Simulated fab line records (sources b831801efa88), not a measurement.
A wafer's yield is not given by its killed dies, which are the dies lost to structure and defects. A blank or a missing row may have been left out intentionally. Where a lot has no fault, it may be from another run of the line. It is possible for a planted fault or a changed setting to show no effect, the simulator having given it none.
fab line records -- flow gf180mcu
[record] lots = 14, wafers = 42, lastDay = 34
route steps=602 shown VT_IMPLANT@135 POLY_GATE@167 HV_LDD@207
lots with no fault: from the same line, run without faults
startH: the number of hours between the record's first day and the start of the first shown wafer of the lot -- waitH: hours since the lot's step before -- " same as the row above -- L1.1+2: a row that stands for several wafers -- - no value, or no start given -- * or withheld: withheld -- < > ~ a bound
route shown NAME@n: NAME is a module with steps in the file, n the number in the route of the first one -- usual: mean/standard deviation taken from wafers without a fault -- same: alike in all rows -- chamber/n: place in a boat -- sites: each site's reading -- _std_site: standard deviation across them -- _edge_site: the outer-site mean with the inner-site mean subtracted -- radiusMm: for every site, how far away it sits from the centre of the wafer -- mask NAME#n: copy n -- behind: tool/chamber where the wafer was last shaped -- hold: the reason the lot was held/the length of the hold in hours/how it ended -- device: transistor that didn't switch, given as n, p or np -- end of line: the same wafers' tests at the end of the route -- step lacking rows: just its recipe -- killed: the dies lost at the first sort to structure and to defects; this is not the yield of the wafer -- map: shows each die of a wafer: x if killed, . if not, _ if none is there
set.NAME: the setting as run; set.NAME@STEP: as run at that earlier step -- model.NAME: the simulator's own value behind a step, which no gauge read
one table for each step of the route and one row for each wafer, over a sample of lots
services: a tool's chamber out of use, with start hour (startH, from the record's first day; less than 0 if before it), hours out, and reason
[[steps]]
[step GF_VT_IMPLANT_RTA_45]
[recipe] tempC = 1050, timeS = 30, ambient = N2
[usual] annealTempCMax = 1054.1/1, lampPowerPct = 35/3.2, wafer_temp_C_max = 1057.0/1.4
lot.wafer,tool,chamber,startH,waitH,annealTempCMax,lampPowerPct,wafer_temp_C_max
L204.1,rtpAnneal-01,0,154.76,0.0,1055.6,38,1056.9
L204.2,rtpAnneal-01,0,154.76,0.0,1053.9,38,1054.4
L204.6,rtpAnneal-01,0,154.76,0.0,1055.2,38,1056.6
L206.1,rtpAnneal-01,0,169.62,0.0,1053.6,38,1059.3
L206.2,rtpAnneal-01,0,169.62,0.0,1055.0,38,1056.7
L206.5,rtpAnneal-01,0,169.62,0.0,1054.1,38,1056.2
L207.1,rtpAnneal-02,0,177.02,0.0,1054.4,31,1057.1
L207.4,rtpAnneal-02,0,177.02,0.0,1053.8,31,1057.5
L207.6,rtpAnneal-02,0,177.02,0.0,1053.1,31,1056.0
L208.2,rtpAnneal-01,0,183.48,0.0,1055.1,38,1055.3
L208.5,rtpAnneal-01,0,183.48,0.0,1055.2,38,1056.5
L208.6,rtpAnneal-01,0,183.48,0.0,1054.2,38,1055.3
L209.2,rtpAnneal-02,0,188.78,0.0,1053.3,31,1057.8
L209.3,rtpAnneal-02,0,188.78,0.0,1053.9,31,1056.4
L209.5,rtpAnneal-02,0,188.78,0.0,1054.0,31,1057.2
L210.2,rtpAnneal-01,0,195.74,0.0,1056.6,38,1057.1
L210.4,rtpAnneal-01,0,195.74,0.0,1054.8,38,1054.9
L210.5,rtpAnneal-01,0,195.74,0.0,1055.2,38,1054.7
L212.1,rtpAnneal-01,0,213.42,0.0,1056.8,38,1055.9
L212.3,rtpAnneal-01,0,213.42,0.0,1053.5,38,1055.6
L212.4,rtpAnneal-01,0,213.42,0.0,1053.5,38,1055.4
L213.3,rtpAnneal-02,0,223.45,0.0,1054.8,31,1060.6
L213.4,rtpAnneal-02,0,223.45,0.0,1053.8,31,1056.1
L213.6,rtpAnneal-02,0,223.45,0.0,1053.5,31,1057.2
L217.1,rtpAnneal-01,0,246.35,0.0,1055.8,38,1056.7
L217.2,rtpAnneal-01,0,246.35,0.0,1054.3,38,1056.3
L217.6,rtpAnneal-01,0,246.35,0.0,1054.9,38,1058.2
L219.2,rtpAnneal-02,0,263.23,0.0,1053.7,31,1056.4
L219.3,rtpAnneal-02,0,263.23,0.0,1052.9,31,1058.3
L219.6,rtpAnneal-02,0,263.23,0.0,1053.3,31,1056.4
L223.1,rtpAnneal-02,0,284.97,0.0,1053.1,31,1057.4
L223.3,rtpAnneal-02,0,284.97,0.0,1053.1,31,1058.2
L223.5,rtpAnneal-02,0,284.97,0.0,1053.5,31,1057.3
L225.1,rtpAnneal-01,0,306.75,0.0,1055.3,38,1059.3
L225.2,rtpAnneal-01,0,306.75,0.0,1054.2,38,1058.7
L225.6,rtpAnneal-01,0,306.75,0.0,1056.5,38,1055.9
L226.2,rtpAnneal-02,0,307.74,0.0,1053.9,31,1056.9
L226.4,rtpAnneal-02,0,307.74,0.0,1053.1,31,1057.2
L226.5,rtpAnneal-02,0,307.74,0.0,1053.7,31,1057.4
L227.1,rtpAnneal-01,0,311.51,0.0,1055.0,38,1056.4
L227.4,rtpAnneal-01,0,311.51,0.0,1055.9,38,1057.4
L227.5,rtpAnneal-01,0,311.51,0.0,1054.2,38,1056.7
[step GF_POLY_GATE_CD_MEAS_10]
[recipe] targetCdNm = 280
[usual] cdNm = 280.1/1.1
lot.wafer,tool,chamber,startH,waitH,cdNm
L204.1,cdSem-02,-,194.37,0.1,279.8
L204.2,cdSem-02,-,194.37,0.1,277.2
L204.6,cdSem-02,-,194.37,0.1,278.4
L206.1,cdSem-01,-,209.67,0.1,280.2
L206.2,cdSem-01,-,209.67,0.1,281.3
L206.5,cdSem-01,-,209.67,0.1,281.5
L207.1,cdSem-01,-,217.10,0.1,279.2
L207.4,cdSem-01,-,217.10,0.1,280.6
L207.6,cdSem-01,-,217.10,0.1,280.1
L208.2,cdSem-01,-,223.14,0.1,279.8
L208.5,cdSem-01,-,223.14,0.1,278.1
L208.6,cdSem-01,-,223.14,0.1,277.7
L209.2,cdSem-01,-,230.42,0.1,280.9
L209.3,cdSem-01,-,230.42,0.1,280.7
L209.5,cdSem-01,-,230.42,0.1,281.1
L210.2,cdSem-01,-,237.04,0.1,279.6
L210.4,cdSem-01,-,237.04,0.1,280.0
L210.5,cdSem-01,-,237.04,0.1,279.3
L212.1,cdSem-01,-,254.42,0.1,281.6
L212.3,cdSem-01,-,254.42,0.1,280.8
L212.4,cdSem-01,-,254.42,0.1,281.9
L213.3,cdSem-01,-,266.41,0.1,280.5
L213.4,cdSem-01,-,266.41,0.1,281.7
L213.6,cdSem-01,-,266.41,0.1,280.7
L217.1,cdSem-02,-,289.65,0.1,281.0
L217.2,cdSem-02,-,289.65,0.1,280.5
L217.6,cdSem-02,-,289.65,0.1,280.7
L219.2,cdSem-01,-,310.89,0.1,280.0
L219.3,cdSem-01,-,310.89,0.1,280.7
L219.6,cdSem-01,-,310.89,0.1,280.5
L223.1,cdSem-02,-,336.19,0.1,280.2
L223.3,cdSem-02,-,336.19,0.1,280.0
L223.5,cdSem-02,-,336.19,0.1,279.7
L225.1,cdSem-02,-,355.95,0.1,280.1
L225.2,cdSem-02,-,355.95,0.1,279.0
L225.6,cdSem-02,-,355.95,0.1,279.2
L226.2,cdSem-01,-,356.32,0.1,278.8
L226.4,cdSem-01,-,356.32,0.1,279.9
L226.5,cdSem-01,-,356.32,0.1,279.6
L227.1,cdSem-02,-,360.85,0.1,281.7
L227.4,cdSem-02,-,360.85,0.1,282.8
L227.5,cdSem-02,-,360.85,0.1,281.9
[step GF_HV_LDD_CD_MEAS_31]
[recipe] targetCdNm = 400
[usual] cdNm = 395.2/2
lot.wafer,tool,chamber,startH,waitH,cdNm
L204.1,cdSem-01,-,249.62,0.1,394.2
L204.2,cdSem-01,-,249.62,0.1,397.0
L204.6,cdSem-01,-,249.62,0.1,395.1
L206.1,cdSem-01,-,267.87,0.1,397.1
L206.2,cdSem-01,-,267.87,0.1,397.4
L206.5,cdSem-01,-,267.87,0.1,396.0
L207.1,cdSem-02,-,275.60,0.1,397.4
L207.4,cdSem-02,-,275.60,0.1,397.8
L207.6,cdSem-02,-,275.60,0.1,396.1
L208.2,cdSem-01,-,281.97,0.1,393.2
L208.5,cdSem-01,-,281.97,0.1,395.7
L208.6,cdSem-01,-,281.97,0.1,395.3
L209.2,cdSem-01,-,289.62,0.1,393.8
L209.3,cdSem-01,-,289.62,0.1,395.3
L209.5,cdSem-01,-,289.62,0.1,394.3
L210.2,cdSem-02,-,297.72,0.1,393.8
L210.4,cdSem-02,-,297.72,0.1,393.8
L210.5,cdSem-02,-,297.72,0.1,395.3
L212.1,cdSem-01,-,316.12,0.1,393.4
L212.3,cdSem-01,-,316.12,0.1,392.9
L212.4,cdSem-01,-,316.12,0.1,391.5
L213.3,cdSem-02,-,330.39,0.1,392.2
L213.4,cdSem-02,-,330.39,0.1,389.8
L213.6,cdSem-02,-,330.39,0.1,392.0
L217.1,cdSem-02,-,354.61,0.1,394.5
L217.2,cdSem-02,-,354.61,0.1,395.0
L217.6,cdSem-02,-,354.61,0.1,395.0
L219.2,cdSem-01,-,379.58,0.1,396.0
L219.3,cdSem-01,-,379.58,0.1,396.5
L219.6,cdSem-01,-,379.58,0.1,396.7
L223.1,cdSem-02,-,406.94,0.1,396.8
L223.3,cdSem-02,-,406.94,0.1,398.6
L223.5,cdSem-02,-,406.94,0.1,397.9
L225.1,cdSem-02,-,426.61,0.1,395.0
L225.2,cdSem-02,-,426.61,0.1,392.8
L225.6,cdSem-02,-,426.61,0.1,393.8
L226.2,cdSem-02,-,429.22,0.1,397.3
L226.4,cdSem-02,-,429.22,0.1,397.1
L226.5,cdSem-02,-,429.22,0.1,396.1
L227.1,cdSem-01,-,432.79,0.1,394.6
L227.4,cdSem-01,-,432.79,0.1,395.2
L227.5,cdSem-01,-,432.79,0.1,395.8
[step GF_HV_LDD_IMPLANT_34]
[recipe] species = P, energyKev = 60, doseCm2 = 7.5e+12, tiltDeg = 30, rotationDeg = 90
[usual] doseIonsCm2 = 7.5e+12/9.2e+09, endStationPressureTorr = 5.07e-06/3e-07, faradayCurrentUA = 42.4/0.75
lot.wafer,tool,chamber,startH,waitH,doseIonsCm2,endStationPressureTorr,faradayCurrentUA
L204.1,implanter-01,0,249.92,0.1,7.499e+12,5.31e-06,43.0
L204.2,implanter-01,0,249.92,0.1,7.501e+12,5.57e-06,40.5
L204.6,implanter-01,0,249.92,0.1,7.491e+12,5.07e-06,42.1
L206.1,implanter-01,0,268.17,0.1,7.49e+12,4.94e-06,42.5
L206.2,implanter-01,0,268.17,0.1,7.496e+12,5.35e-06,41.7
L206.5,implanter-01,0,268.17,0.1,7.502e+12,5.61e-06,41.9
L207.1,implanter-04,0,275.91,0.1,7.509e+12,5.03e-06,41.0
L207.4,implanter-04,0,275.91,0.1,7.503e+12,5.54e-06,42.3
L207.6,implanter-04,0,275.91,0.1,7.495e+12,5.08e-06,42.7
L208.2,implanter-01,0,282.28,0.1,7.496e+12,4.98e-06,41.3
L208.5,implanter-01,0,282.28,0.1,7.497e+12,5.13e-06,42.2
L208.6,implanter-01,0,282.28,0.1,7.503e+12,4.57e-06,43.4
L209.2,implanter-02,0,289.93,0.1,7.485e+12,5.52e-06,42.0
L209.3,implanter-02,0,289.93,0.1,7.502e+12,4.91e-06,43.3
L209.5,implanter-02,0,289.93,0.1,7.509e+12,4.71e-06,42.0
L210.2,implanter-02,0,298.03,0.1,7.494e+12,5.04e-06,41.4
L210.4,implanter-02,0,298.03,0.1,7.506e+12,5.25e-06,42.7
L210.5,implanter-02,0,298.03,0.1,7.509e+12,4.96e-06,41.9
L212.1,implanter-04,0,316.42,0.1,7.506e+12,5.4e-06,43.1
L212.3,implanter-04,0,316.42,0.1,7.491e+12,4.54e-06,41.8
L212.4,implanter-04,0,316.42,0.1,7.503e+12,5.18e-06,43.6
L213.3,implanter-01,0,330.70,0.1,7.503e+12,5.81e-06,41.9
L213.4,implanter-01,0,330.70,0.1,7.517e+12,4.94e-06,43.3
L213.6,implanter-01,0,330.70,0.1,7.497e+12,4.96e-06,43.1
L217.1,implanter-04,0,354.92,0.1,8.421e+12,5.14e-06,47.5
L217.2,implanter-04,0,354.92,0.1,8.414e+12,5.27e-06,47.7
L217.6,implanter-04,0,354.92,0.1,8.409e+12,5.24e-06,48.9
L219.2,implanter-04,0,379.90,0.1,8.429e+12,5.08e-06,48.1
L219.3,implanter-04,0,379.90,0.1,8.406e+12,4.71e-06,47.6
L219.6,implanter-04,0,379.90,0.1,8.405e+12,4.79e-06,47.3
L223.1,implanter-01,0,407.25,0.1,7.494e+12,4.91e-06,42.1
L223.3,implanter-01,0,407.25,0.1,7.475e+12,5.08e-06,42.4
L223.5,implanter-01,0,407.25,0.1,7.493e+12,5.53e-06,42.4
L225.1,implanter-01,0,426.92,0.1,7.505e+12,5.42e-06,42.3
L225.2,implanter-01,0,426.92,0.1,7.489e+12,4.69e-06,43.6
L225.6,implanter-01,0,426.92,0.1,7.503e+12,5.13e-06,42.5
L226.2,implanter-01,0,429.53,0.1,7.514e+12,4.64e-06,40.7
L226.4,implanter-01,0,429.53,0.1,7.519e+12,4.84e-06,42.4
L226.5,implanter-01,0,429.53,0.1,7.523e+12,4.83e-06,42.3
L227.1,implanter-01,0,433.10,0.1,7.5e+12,4.98e-06,41.0
L227.4,implanter-01,0,433.10,0.1,7.487e+12,5.14e-06,43.1
L227.5,implanter-01,0,433.10,0.1,7.502e+12,4.92e-06,42.1
[[services]]
tool,chamber,startH,hours,kind
implanter-04,-,165.40,1.5,repair
implanter-01,-,169.00,0.6,repair
implanter-02,-,194.06,2.4,repair
implanter-04,-,225.65,3.9,pm
implanter-02,-,234.06,17.7,repair
implanter-02,-,251.74,3.8,pm
implanter-02,-,284.57,4.1,pm
implanter-02,-,300.30,5.0,repair
implanter-04,-,320.20,15.6,pm
implanter-01,-,331.91,0.9,repair
implanter-01,-,378.98,5.6,repair
implanter-04,-,380.79,2.4,pm
[[key]]
[firstSign] step = GF_HV_LDD_IMPLANT_34, reading = doseIonsCm2, direction = up, sigmas = 99+, usual = 7.5e+12, struck = 8.414e+12
[effect] step = GF_HV_LDD_IMPLANT_34, reading = faradayCurrentUA, direction = up, sigmas = 7.3, usual = 42.4, struck = 47.9
metAt GF_HV_LDD_IMPLANT_34
struckLots L217,L219
testerLeftOut L217,L219
notActingAt GF_VT_IMPLANT_RTA_45,GF_POLY_GATE_CD_MEAS_10,GF_HV_LDD_CD_MEAS_31
onsetBetween 316.42 354.92
[fault] kind = processParameterDrift, tool = implanter-04, chamber = -, onsetH = 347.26, steps = GF_HV_LDD_IMPLANT_34, channel = doseCm2, offset = 9.1954e+11, shape = step, endH = 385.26, actsIn = theseRecipesOnly, stated = 7.5e+12
// testerLeftOut: of these lots the tester's yield and bins aren't shown, on N5 and GAA mostly nor the transistor test; their killed dies are dies lost to structure and defects alone, not to doping, threshold or leakage, so they don't give the yield
